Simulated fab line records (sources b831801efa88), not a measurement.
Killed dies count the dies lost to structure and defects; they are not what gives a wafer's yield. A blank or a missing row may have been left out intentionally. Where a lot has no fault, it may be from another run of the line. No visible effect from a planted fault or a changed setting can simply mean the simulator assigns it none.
Struck lot and sound lot, side by side | flow sky130 | 19 out of 708 route steps
Sound: the wafers L974.1, L974.2, L974.3. Struck: wafers L980.4, L980.5, L980.6. Last of all comes the cause.
Per side, at each step with rows, come the tool, then ch with its chambers, and then its first start. Under that, the readings that differ: sound wafers | struck wafers | difference of the means | sigmas: that difference in standard deviations of wafers without a fault.
alike: words and numbers the same on both sides, and readings whose means are apart by under 2 such deviations; not compared: readings that were withheld, readings missing a value for some wafer, numbers with overlapping values and no deviation given by the record, and bounds like >300 which may hide the same value.
The two part at a step that has a row with sigmas, a row that says differs or no value, or rows on one side only. When numbers do not overlap yet have no deviation, they are printed without sigmas and do not part them. A reading that every wafer of one side lacks parts them only if that side has two wafers or more.

first, 6 steps without rows for these wafers: SKY_RES_XHIGH_COAT_02 (resist thk 1140 nm); SKY_RES_XHIGH_SOFTBAKE_03 (time 60 s); SKY_RES_XHIGH_EXPOSE_04 (exposes mask URPM, target cd 1270 nm); SKY_RES_XHIGH_PEB_05; SKY_RES_XHIGH_DEVELOP_06 (develop time 60 s); SKY_RES_XHIGH_IMPLANT_07.
SKY_RES_XHIGH_STRIP_08: strips in O2/N2.
  sound on plasma_asher-02 ch 0,1, day 29 01:55; struck on plasma_asher-02 ch 0,1, day 31 08:39
  alike: drypump_motor_current_A, oes_product_au, strip_time_to_endpoint_s
  not compared: rf_hours_counter_h
SKY_RES_XHIGH_TW_MEAS_09:
  struck on film_metro-03, day 31 08:45; sound on film_metro-04, day 29 02:01
  alike: RES_XHIGH_TW
then, 4 steps without rows for these wafers: SKY_SD_N_DEHYDRATE_00 (time 60 s); SKY_SD_N_HMDS_01 (prime time 60 s); SKY_SD_N_COAT_02 (resist thk 1140 nm); SKY_SD_N_SOFTBAKE_03 (time 60 s).
SKY_SD_N_EXPOSE_04: exposes mask NSDM, target cd 380 nm.
  sound on iline_stepper-01 ch 0, day 29 16:43; struck on iline_stepper-01 ch 0, day 31 22:42
  reading                      | sound                   | struck            | difference | sigmas
  model.SD_N.overlay_x_nm (nm) | -0.4006 -0.4006 -0.4006 | 269.5 269.5 269.5 | +269.9     |
  alike: mask
then, 2 steps without rows for these wafers: SKY_SD_N_PEB_05; SKY_SD_N_DEVELOP_06 (develop time 60 s).
SKY_SD_N_CD_MEAS_07: the cd target is 380 nm.
  struck on cd_sem-01, day 32 13:08; sound on cd_sem-01, day 30 06:31
  alike: cd_nm
SKY_SD_N_OVL_MEAS_08:
  struck on overlay-01, day 32 13:12; sound on overlay-02, day 30 06:38
  reading       | sound       | struck            | difference | sigmas
  SD_N_OVL (nm) | 1.1 2.8 1.9 | 269.4 270.6 269.2 | +267.8     | +99 or more
following that, these wafers have no rows for 1 step: SKY_SD_N_IMPLANT_09.
-- a jump in the record: the struck wafers' starts before and after are 17 days apart (it breaks off in module SD_N and resumes in module PAD_OPEN, where the first step shown is number 708 of the route) --
SKY_PAD_OPEN_PROBE_99:
  the record has rows for the struck wafers here (prober-01, day 49 12:16) and none for the sound ones

WHERE THEY PART
Last at SKY_PAD_OPEN_PROBE_99 as far as this record goes, first at SKY_SD_N_OVL_MEAS_08.

WHY: what the simulator had put in
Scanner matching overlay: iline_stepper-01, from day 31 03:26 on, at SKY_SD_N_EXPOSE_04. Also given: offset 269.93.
